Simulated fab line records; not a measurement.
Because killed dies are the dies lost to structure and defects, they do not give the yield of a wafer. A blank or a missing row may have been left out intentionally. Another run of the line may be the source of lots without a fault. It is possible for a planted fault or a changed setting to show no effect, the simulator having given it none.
The tool behind it: which one? :: flow sky130 :: Sampling: 6 lots, 18 wafers, 2 of 708 route steps

== WHAT THE GAUGES SHOWED, per wafer ==
SKY_SD_P_CD_MEAS_07: target cd 380 nm.
lot: L928
measured: day 25 22:20
on: cd sem-02
cd nm (nm): 379.4 380.6 379.9

lot: L933
measured: day 27 19:23
on: cd sem-01
cd nm (nm): 381.2 381.1 378.6

lot: L935
measured: day 28 05:26
on: cd sem-02
cd nm (nm): 368.2 376.6 371.5

lot: L945
measured: day 31 22:38
on: cd sem-02
cd nm (nm): 383.3 382.6 384.2

lot: L947
measured: day 32 20:17
on: cd sem-02
cd nm (nm): 381.3 378.9 378.1

lot: L949
measured: day 33 11:32
on: cd sem-01
cd nm (nm): 381.1 383.3 381.5

== TOOL THAT RAN EACH LOT (tool first, then ch and the chambers of the sampled wafers, then the start) ==
lot: L928
SKY_SD_P_EXPOSE_04: iline stepper-02 ch 0, day 25 08:07

lot: L933
SKY_SD_P_EXPOSE_04: iline stepper-01 ch 0, day 27 05:16

lot: L935
SKY_SD_P_EXPOSE_04: iline stepper-01 ch 0, day 27 15:25

lot: L945
SKY_SD_P_EXPOSE_04: iline stepper-02 ch 0, day 31 08:56

lot: L947
SKY_SD_P_EXPOSE_04: iline stepper-01 ch 0, day 32 06:40

lot: L949
SKY_SD_P_EXPOSE_04: iline stepper-01 ch 0, day 32 22:11
- SKY_SD_P_EXPOSE_04: exposes mask PSDM, target cd 380 nm.

== THE ANSWER, worked out from the rows above alone ==
Rule: the lots themselves supply what counts as usual. Put in order of their means at a reading, lots are off if they are a third of the lots or fewer, leave a main group of 4 or more, and stand apart from it by a gap of 3 or more times the standard deviation of the main group's means; of several such gaps the widest counts. A main group is skipped when, at the precision printed for the reading in the tables above, its means are all equal. Also off: a lot with no number at a reading for which 4 or more lots have one. Any other lot the step has rows for is counted as sound.
Off, at SKY_SD_P_CD_MEAS_07 on cd nm: L935. For the main group the mean is 381.0 nm and the standard deviation 1.5.
A tool fits if, at a process step before that reading, it ran every lot that is off, and no sound lot after the first of them. Gauges at SKY_SD_P_CD_MEAS_07: tried the same way as those tools. None of those tried fits.

== WHAT WAS PUT IN BY THE SIMULATOR ==
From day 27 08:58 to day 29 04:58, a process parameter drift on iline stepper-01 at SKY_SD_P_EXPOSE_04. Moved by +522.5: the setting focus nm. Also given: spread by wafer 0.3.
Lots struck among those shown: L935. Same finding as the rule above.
